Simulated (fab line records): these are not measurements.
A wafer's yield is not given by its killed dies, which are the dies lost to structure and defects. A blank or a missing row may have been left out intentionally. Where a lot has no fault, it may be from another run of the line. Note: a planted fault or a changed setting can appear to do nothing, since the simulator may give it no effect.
Matching of chambers / flow gf180mcu / 4 sister chambers for GF_STI_ETCH_14 on rieSi-02
The step etches Si in HBr/Cl2/O2, target depth 360 nm, time 102.9 s. 18 wafers are shown with their chamber, then 9 later ones without.

## EACH WAFER AND ITS CHAMBER
wafer=L632.1; chamber=2; drypumpMotorCurrentA (A)=5.53; oesProductAu (a.u.)=1.001; throttleValvePct (%)=25.663
wafer=L632.5; chamber=1; drypumpMotorCurrentA (A)=5.23; oesProductAu (a.u.)=1.005; throttleValvePct (%)=25.650
wafer=L632.6; chamber=2; drypumpMotorCurrentA (A)=5.51; oesProductAu (a.u.)=1.000; throttleValvePct (%)=25.655
wafer=L634.4; chamber=3; drypumpMotorCurrentA (A)=5.55; oesProductAu (a.u.)=1.038; throttleValvePct (%)=25.635
wafer=L634.5; chamber=0; drypumpMotorCurrentA (A)=5.53; oesProductAu (a.u.)=1.018; throttleValvePct (%)=25.653
wafer=L634.6; chamber=3; drypumpMotorCurrentA (A)=5.54; oesProductAu (a.u.)=1.028; throttleValvePct (%)=25.635
wafer=L645.1; chamber=2; drypumpMotorCurrentA (A)=5.50; oesProductAu (a.u.)=1.003; throttleValvePct (%)=25.676
wafer=L645.3; chamber=0; drypumpMotorCurrentA (A)=5.53; oesProductAu (a.u.)=1.023; throttleValvePct (%)=25.623
wafer=L645.4; chamber=1; drypumpMotorCurrentA (A)=5.21; oesProductAu (a.u.)=1.012; throttleValvePct (%)=25.641
wafer=L646.1; chamber=2; drypumpMotorCurrentA (A)=5.49; oesProductAu (a.u.)=1.012; throttleValvePct (%)=25.660
wafer=L646.5; chamber=2; drypumpMotorCurrentA (A)=5.50; oesProductAu (a.u.)=0.991; throttleValvePct (%)=25.658
wafer=L646.6; chamber=3; drypumpMotorCurrentA (A)=5.57; oesProductAu (a.u.)=1.023; throttleValvePct (%)=25.634
wafer=L648.1; chamber=2; drypumpMotorCurrentA (A)=5.49; oesProductAu (a.u.)=0.997; throttleValvePct (%)=25.661
wafer=L648.2; chamber=3; drypumpMotorCurrentA (A)=5.55; oesProductAu (a.u.)=1.042; throttleValvePct (%)=25.621
wafer=L648.3; chamber=0; drypumpMotorCurrentA (A)=5.53; oesProductAu (a.u.)=1.032; throttleValvePct (%)=25.652
wafer=L650.1; chamber=2; drypumpMotorCurrentA (A)=5.50; oesProductAu (a.u.)=1.005; throttleValvePct (%)=25.644
wafer=L650.3; chamber=0; drypumpMotorCurrentA (A)=5.56; oesProductAu (a.u.)=1.035; throttleValvePct (%)=25.641
wafer=L650.5; chamber=3; drypumpMotorCurrentA (A)=5.55; oesProductAu (a.u.)=1.039; throttleValvePct (%)=25.619

SIGNATURES (averages over the wafers above)
reading=drypumpMotorCurrentA; chamber 0=5.5375; chamber 1=5.2200; chamber 2=5.5029; chamber 3=5.5520; scatter within a chamber=0.0134
reading=oesProductAu; chamber 0=1.02700; chamber 1=1.00850; chamber 2=1.00129; chamber 3=1.03400; scatter within a chamber=0.00722
reading=throttleValvePct; chamber 0=25.64225; chamber 1=25.64550; chamber 2=25.65957; chamber 3=25.62880; scatter within a chamber=0.0101
Rule: a wafer lies at a distance from a chamber equal to the root of the sum of squares, over the readings, of (its reading less the chamber's mean, divided by the reading's scatter). If the next closest chamber is less than 2 further off than the closest, the wafer can't be placed; otherwise it belongs to the closest. The scatter: take each reading less its chamber's mean, square it, sum over the shown wafers, divide by the number of wafers less the number of chambers, and take the root.

## WAFERS MISSING THEIR CHAMBER
wafer=L652.1; drypumpMotorCurrentA (A)=5.21; oesProductAu (a.u.)=1.004; throttleValvePct (%)=25.659
wafer=L652.4; drypumpMotorCurrentA (A)=5.51; oesProductAu (a.u.)=1.020; throttleValvePct (%)=25.660
wafer=L652.6; drypumpMotorCurrentA (A)=5.51; oesProductAu (a.u.)=0.978; throttleValvePct (%)=25.677
wafer=L653.1; drypumpMotorCurrentA (A)=5.51; oesProductAu (a.u.)=0.991; throttleValvePct (%)=25.679
wafer=L653.4; drypumpMotorCurrentA (A)=5.23; oesProductAu (a.u.)=1.015; throttleValvePct (%)=25.638
wafer=L653.5; drypumpMotorCurrentA (A)=5.21; oesProductAu (a.u.)=1.007; throttleValvePct (%)=25.655
wafer=L655.3; drypumpMotorCurrentA (A)=5.57; oesProductAu (a.u.)=1.040; throttleValvePct (%)=25.660
wafer=L655.4; drypumpMotorCurrentA (A)=5.52; oesProductAu (a.u.)=1.005; throttleValvePct (%)=25.667
wafer=L655.5; drypumpMotorCurrentA (A)=5.55; oesProductAu (a.u.)=1.012; throttleValvePct (%)=25.653

## THE CHAMBER EACH PASSED THROUGH
wafer=L652.1; from the rows above=1; in truth=1
wafer=L652.4; from the rows above=can't be placed: 2 or 0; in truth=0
wafer=L652.6; from the rows above=2; in truth=2
wafer=L653.1; from the rows above=2; in truth=2
wafer=L653.4; from the rows above=1; in truth=1
wafer=L653.5; from the rows above=1; in truth=1
wafer=L655.3; from the rows above=can't be placed: 3 or 0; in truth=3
wafer=L655.4; from the rows above=2; in truth=2
wafer=L655.5; from the rows above=can't be placed: 0 or 3 or 2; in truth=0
6 of 9 placed correctly. Cannot be placed on the basis of these rows: 3; the candidates contain the true chamber in 3. Number placed wrongly: 0.
